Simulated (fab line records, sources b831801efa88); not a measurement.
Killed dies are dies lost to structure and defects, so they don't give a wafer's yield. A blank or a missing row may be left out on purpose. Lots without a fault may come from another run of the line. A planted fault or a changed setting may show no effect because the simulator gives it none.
A struck lot beside a sound one | flow gf180mcu | 14 steps out of a route of 602
Sound: wafers L264.1, L264.2, L264.6. Struck: wafers L262.2, L262.3, L262.4. The cause comes at the end.
At each step with rows: each side's tool, then ch and its chambers, then its first start. Under that, the readings that differ: sound wafers | struck wafers | difference of the means | sigmas: that difference in standard deviations of wafers without a fault.
alike: readings whose means differ by less than 2 such deviations, and words and numbers that are the same on both sides. not compared: withheld readings, readings that some wafer has no value for, bounds like >300 that may hide the same value, and numbers for which the record gives no deviation and whose values overlap.
The two part at a step that has a row with sigmas, a row that says differs or no value, or rows on one side only. Numbers that don't overlap but have no deviation are shown without sigmas and don't part them. A reading that every wafer of one side lacks parts them only if that side has two wafers or more.

first, 1 step without rows for these wafers: GF_V5_CVD_00 (deposits SiO2, target thk 300 nm, time 50 s).
GF_V5_THK_MEAS_01:
  sound on film_metro-02, day 32 03:17; struck on film_metro-04, day 31 06:44
  alike: V5_CVD_00_THK
GF_V5_CVD_02: deposits SiO2 from TEOS, target thk 1450 nm, time 163.28 s.
  sound on pecvd-01 ch 0,1, day 32 03:20; struck on pecvd-04 ch 0,1, day 31 06:47
  alike: heater_power_w, susceptor_temp_C
  not compared: since_wet_clean_h
GF_V5_THK_MEAS_03:
  sound on film_metro-04, day 32 03:27; struck on film_metro-02, day 31 06:54
  alike: V5_CVD_02_THK
GF_V5_CMP_04: polishes SiO2.
  sound on cmp-01 ch 0,3, day 32 03:31; struck on cmp-01 ch 1,2,3, day 31 06:57
  alike: motor_current_A
GF_V5_BOW_MEAS_05:
  sound on film_metro-02, day 32 03:49; struck on film_metro-01, day 31 07:16
  alike: V5_BOW
then, 6 steps without rows for these wafers: GF_V5_DEHYDRATE_06 (time 60 s); GF_V5_HMDS_07 (prime time 60 s); GF_V5_COAT_08; GF_V5_COAT_09 (resist thk 1000 nm); GF_V5_SOFTBAKE_10 (time 60 s); GF_V5_EXPOSE_11 (exposes mask Via5, target cd 260 nm).
GF_V5_PEB_12: peb time 94.44 s.
  sound on litho_track-04 ch 0, day 32 20:27; struck on litho_track-02, day 31 23:38
  no value came back on the struck wafers for chill_plate_temp_C (C), exhaust_pa (Pa), plate_sensor_t_centre_C (C), plate_sensor_t_edge_C (C); on the sound wafers chill_plate_temp_C (C) reads 22.97 23.11 23.15
then, 1 step without rows for these wafers: GF_V5_DEVELOP_13 (develop time 60 s).

WHERE THEY PART
Only at GF_V5_PEB_12, within this record.

WHY: what the simulator had put in
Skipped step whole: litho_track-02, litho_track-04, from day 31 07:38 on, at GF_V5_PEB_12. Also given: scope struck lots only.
